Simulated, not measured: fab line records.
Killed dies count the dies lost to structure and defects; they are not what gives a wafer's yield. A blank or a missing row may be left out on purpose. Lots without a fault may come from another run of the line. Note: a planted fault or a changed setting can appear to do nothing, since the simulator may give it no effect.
Check for tools in common	flow sky130	12 lots and 36 wafers in the sample

## WHY IT WAS OPENED
2 of 12 lots carry a flag on the reading SONOS_ONO_CVD_04_THK at SKY_SONOS_ONO_THK_MEAS_05. No-fault wafers: 5.67 nm, standard deviation 0.12.
Rule: a lot gets a flag if all its wafers with a number sit over 4 standard deviations from that mean, or if no wafer of it has a number. The other lots count as sound.

lot	measured	on	SONOS_ONO_CVD_04_THK (nm), wafer by wafer	flag
L323	day 11 02:49	film-metro-03	5.69 5.78 5.69	
L324	day 12 02:41	film-metro-04	5.83 5.86 5.86	
L325	day 12 03:56	film-metro-01	5.70 5.63 5.69	
L326	day 12 11:22	film-metro-03	5.67 5.69 5.62	
L327	day 12 18:33	film-metro-01	5.85 5.84 5.83	
L329	day 14 00:43	film-metro-04	5.80 5.81 5.76	
L332	day 14 17:04	film-metro-01	5.68 5.66 5.67	
L334	day 15 01:52	film-metro-04	5.63 5.79 5.82	
L333	day 15 03:07	film-metro-01	5.64 5.57 5.49	
L335	day 15 12:02	film-metro-01	5.81 5.74 5.68	
L346	day 19 12:38	film-metro-03	6.32 6.36 6.40	FLAGGED
L345	day 19 14:30	film-metro-04	6.24 6.23 6.19	FLAGGED
The mean of the flagged lots' numbers is 6.29 nm, +0.62 nm from the usual (+5 standard deviations).

## EACH LOT AND THE TOOL IT RAN ON
Before the reading, the record contains 2 process steps out of a 708-step route. Every cell lists first the tool, next ch and the chambers used by the sampled wafers, and last the start.
lot	flag	SKY_DNWELL_STRIP_08	SKY_SONOS_ONO_CVD_04
L323		plasma-asher-01 ch 0,1, day 3 01:08	lpcvd-03 ch 1, day 11 01:34
L324		plasma-asher-01 ch 0,1, day 3 11:37	lpcvd-03 ch 1, day 12 01:26
L325		plasma-asher-04 ch 0,1, day 3 16:26	lpcvd-03 ch 0, day 12 02:41
L326		plasma-asher-04 ch 0,1, day 3 20:49	lpcvd-03 ch 0, day 12 10:06
L327		plasma-asher-01 ch 0,1, day 4 01:20	lpcvd-03 ch 0, day 12 17:17
L329		plasma-asher-03 ch 0,1, day 4 19:56	lpcvd-03 ch 0, day 13 23:28
L332		plasma-asher-04 ch 0,1, day 5 07:52	lpcvd-03 ch 1, day 14 15:47
L334		plasma-asher-01 ch 0,1, day 5 15:29	lpcvd-03 ch 0, day 15 00:37
L333		plasma-asher-01 ch 0,1, day 5 16:53	lpcvd-03 ch 0, day 15 01:52
L335		plasma-asher-04 ch 0,1, day 5 23:01	lpcvd-03 ch 0, day 15 10:47
L346	FLAGGED	plasma-asher-04 ch 0,1, day 8 14:17	lpcvd-03 ch 0, day 19 10:45
L345	FLAGGED	plasma-asher-03 ch 0,1, day 8 14:38	lpcvd-03 ch 0, day 19 12:38
These steps, and what they do:
- SKY_DNWELL_STRIP_08: strips in O2/N2.
- SKY_SONOS_ONO_CVD_04: deposits SiO2 from SiH4/N2O, target thk 5.7199 nm.
- SKY_SONOS_ONO_THK_MEAS_05

## FLAGGED OVER TOTAL, TOOL BY TOOL (the gauges that took the reading come last)
step	tool	lots run	flagged	share of the flagged lots	sound lots run after its first flagged lot
SKY_DNWELL_STRIP_08	plasma-asher-01	5	0	none	-
SKY_DNWELL_STRIP_08	plasma-asher-03	2	1	some	0
SKY_DNWELL_STRIP_08	plasma-asher-04	5	1	some	0
SKY_SONOS_ONO_CVD_04	lpcvd-03	12	2	all	0
SKY_SONOS_ONO_THK_MEAS_05	film-metro-01	5	0	none	-
SKY_SONOS_ONO_THK_MEAS_05	film-metro-03	3	1	some	0
SKY_SONOS_ONO_THK_MEAS_05	film-metro-04	4	1	some	0

## WHAT IS ALLOWED BY THE TABLE
1 row of the table ran every flagged lot: lpcvd-03 at SKY_SONOS_ONO_CVD_04.
- lpcvd-03 at SKY_SONOS_ONO_CVD_04 ran 12 lots, 2 of them flagged. Its last sound lot is L335 (day 15 10:47), its first flagged lot L346 (day 19 10:45): a fault that began between those two fits. Its own readings (pressure-mtorr) fall more than 4 standard deviations out on all wafers of the flagged lots.
What remains is a single tool, lpcvd-03 at SKY_SONOS_ONO_CVD_04.

## WHAT HAD BEEN PUT IN BY THE SIMULATOR
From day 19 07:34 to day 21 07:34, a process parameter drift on lpcvd-03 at SKY_SONOS_ONO_CVD_04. A move of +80 in setting pressure-mtorr, from 400.
Struck lots among those shown: L346, L345. The rule given above showed the same thing.
